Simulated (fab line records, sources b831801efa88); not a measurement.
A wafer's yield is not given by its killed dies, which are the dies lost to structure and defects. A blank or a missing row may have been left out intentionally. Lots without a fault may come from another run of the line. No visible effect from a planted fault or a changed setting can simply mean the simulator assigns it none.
The tool behind it: which one? ; flow gf180mcu ; 14 lots, 42 wafers sampled, at 3 steps of a route of 602

## WHAT THE GAUGES READ, wafer by wafer
GF_POLY_GATE_THK_MEAS_01.
lot;measured;on;POLY_GATE_CVD_00_THK (nm)
L867;day 8 20:57;film-metro-02;205.1 203.2 205.2
L868;day 9 01:07;film-metro-03;201.2 201.3 201.5
L869;day 9 11:37;film-metro-02;196.3 196.1 196.6
L870;day 9 17:52;film-metro-02;201.6 201.7 201.8
L871;day 9 23:36;film-metro-01;198.6 198.5 199.0
L873;day 10 10:46;film-metro-03;200.3 200.1 202.5
L874;day 10 15:51;film-metro-01;199.1 200.3 201.8
L875;day 11 00:57;film-metro-02;203.9 203.7 202.5
L876;day 11 10:20;film-metro-02;200.9 199.9 199.6
L877;day 11 15:14;film-metro-01;199.2 200.4 200.0
L878;day 11 19:25;film-metro-02;202.2 201.3 200.9
L880;day 12 11:11;film-metro-02;202.4 200.9 201.8
L881;day 12 21:03;film-metro-01;200.6 203.1 203.7
L885;day 13 23:23;film-metro-02;203.0 202.3 204.6

GF_M2_RS_MEAS_05: the measuring method here is four-point-probe.
lot;measured;on;M2_ALCU_RS (ohm/sq)
L867;day 18 11:57;film-metro-03;0.0696 0.0705 0.0709
L868;day 18 19:24;film-metro-02;0.0711 0.0702 0.0713
L869;day 19 10:41;film-metro-01;0.0709 0.0695 0.0697
L870;day 19 18:27;film-metro-02;0.0691 0.0691 0.0687
L871;day 20 04:26;film-metro-02;0.0683 0.0696 0.0697
L873;day 20 18:10;film-metro-03;0.0698 0.0695 0.0717
L874;day 21 02:29;film-metro-03;0.0692 0.0697 0.0690
L875;day 21 15:43;film-metro-02;0.0691 0.0703 0.0704
L876;day 22 00:55;film-metro-03;0.0686 0.0682 0.0701
L877;day 22 06:31;film-metro-02;0.0692 0.0678 0.0695
L878;day 22 13:19;film-metro-02;0.0696 0.0717 0.0721
L880;day 23 08:28;film-metro-02;0.0683 0.0690 0.0696
L881;day 23 17:48;film-metro-03;0.0677 0.0699 0.0695
L885;day 24 22:45;film-metro-03;0.0691 0.0703 0.0681

## EACH LOT AND THE TOOL THAT RAN IT (in order: tool; ch and the chambers of the sampled wafers; start)
lot;GF_HV_LDD_CVD_56
L867;lpcvd-02 ch 0, day 12 18:34
L868;lpcvd-01 ch 1, day 13 02:01
L869;lpcvd-02 ch 1, day 13 13:52
L870;lpcvd-01 ch 0, day 13 20:31
L871;lpcvd-02 ch 1, day 14 04:52
L873;lpcvd-02 ch 0, day 14 16:33
L874;lpcvd-02 ch 0, day 14 22:39
L875;lpcvd-02 ch 1, day 15 10:14
L876;lpcvd-01 ch 1, day 15 18:49
L877;lpcvd-01 ch 1, day 16 01:49
L878;lpcvd-02 ch 1, day 16 06:52
L880;lpcvd-01 ch 1, day 17 01:52
L881;lpcvd-01 ch 0, day 17 11:32
L885;lpcvd-01 ch 1, day 18 17:34
- GF_HV_LDD_CVD_56: deposits Si3N4 from DCS/NH3, target thk 90 nm, time 1543 s.

## WHAT THE TOOLS THEMSELVES READ (means of the sampled wafers that have a number; where no wafer has one, the mark that the record gives instead)
GF_HV_LDD_CVD_56.
lot;tool;zone-power-centre-pct (%)
L867;lpcvd-02;13.3
L868;lpcvd-01;12.8
L869;lpcvd-02;12.2
L870;lpcvd-01;14.5
L871;lpcvd-02;12.1
L873;lpcvd-02;13.1
L874;lpcvd-02;13.2
L875;lpcvd-02;12.1
L876;lpcvd-01;12.9
L877;lpcvd-01;12.8
L878;lpcvd-02;12.2
L880;lpcvd-01;12.8
L881;lpcvd-01;14.7
L885;lpcvd-01;12.8

## THE ANSWER, worked out from the rows above alone
Rule: the usual values come from the lots themselves. Put in order of their means at a reading, lots are off if they are a third of the lots or fewer, leave a main group of 4 or more, and stand apart from it by a gap of 3 or more times the standard deviation of the main group's means; of several such gaps the widest counts. If all means in a main group match to the digits the tables above print for the reading, that group is not used. Also off: a lot with no number at a reading for which 4 or more lots have one. The other lots that the step has rows for count as sound. Order of review: gauges by route order, followed by the tools' own readings, for which a lot's mean as printed above is used. At the first step where some lot is off, the reading lying furthest off is the one used; lots without a number count as furthest.
None of the lots is off at any reading shown; this tells nothing.

## WHAT THE SIMULATOR PUT IN
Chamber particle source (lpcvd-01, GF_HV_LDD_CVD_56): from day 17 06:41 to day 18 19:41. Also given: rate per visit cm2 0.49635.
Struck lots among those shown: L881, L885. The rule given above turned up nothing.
